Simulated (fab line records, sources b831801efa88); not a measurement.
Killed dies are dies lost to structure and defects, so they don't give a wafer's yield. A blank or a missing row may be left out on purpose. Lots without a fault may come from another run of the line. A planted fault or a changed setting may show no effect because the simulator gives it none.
Which tool did it? | flow sky130 | 11 lots, 33 wafers sampled, at 1 step of a route of 708

WHAT THE GAUGES READ, wafer by wafer
SKY_LI_CONTACT_CD_MEAS_12: target cd 170 nm.
lot  | measured     | on        | cd_nm (nm)
L592 | day 29 08:30 | cd_sem-02 | 170.0 172.3 171.7
L591 | day 29 09:26 | cd_sem-02 | 170.4 171.8 170.7
L595 | day 31 11:28 | cd_sem-02 | 167.4 167.9 166.9
L596 | day 31 11:38 | cd_sem-01 | 167.9 169.0 168.2
L603 | day 33 08:00 | cd_sem-02 | 171.0 171.2 171.4
L604 | day 33 18:50 | cd_sem-02 | 166.4 166.2 167.0
L605 | day 33 22:11 | cd_sem-02 | 167.3 169.4 167.8
L606 | day 34 04:29 | cd_sem-01 | 171.1 171.3 169.6
L609 | day 34 19:09 | cd_sem-02 | 173.5 174.0 173.3
L611 | day 35 19:35 | cd_sem-02 | 170.6 169.2 170.3
L610 | day 35 21:05 | cd_sem-02 | 168.3 167.6 169.4

WHICH TOOL RAN EACH LOT (tool, then ch and the chambers of the sampled wafers, then the start)
The record holds no process step before these readings.

THE ANSWER, worked out from the rows above alone
Rule: what is usual is taken from the lots themselves. Put in order of their means at a reading, lots are off if they are a third of the lots or fewer, leave a main group of 4 or more, and stand apart from it by a gap of 3 or more times the standard deviation of the main group's means; of several such gaps the widest counts. A main group whose means are all the same, to the digits that the tables above print for the reading, isn't used. A lot without any number at a reading at which 4 lots or more have one is off too. The other lots that the step has rows for count as sound.
No lot is off at any reading shown: from this, nothing can be told.

WHAT THE SIMULATOR HAD PUT IN
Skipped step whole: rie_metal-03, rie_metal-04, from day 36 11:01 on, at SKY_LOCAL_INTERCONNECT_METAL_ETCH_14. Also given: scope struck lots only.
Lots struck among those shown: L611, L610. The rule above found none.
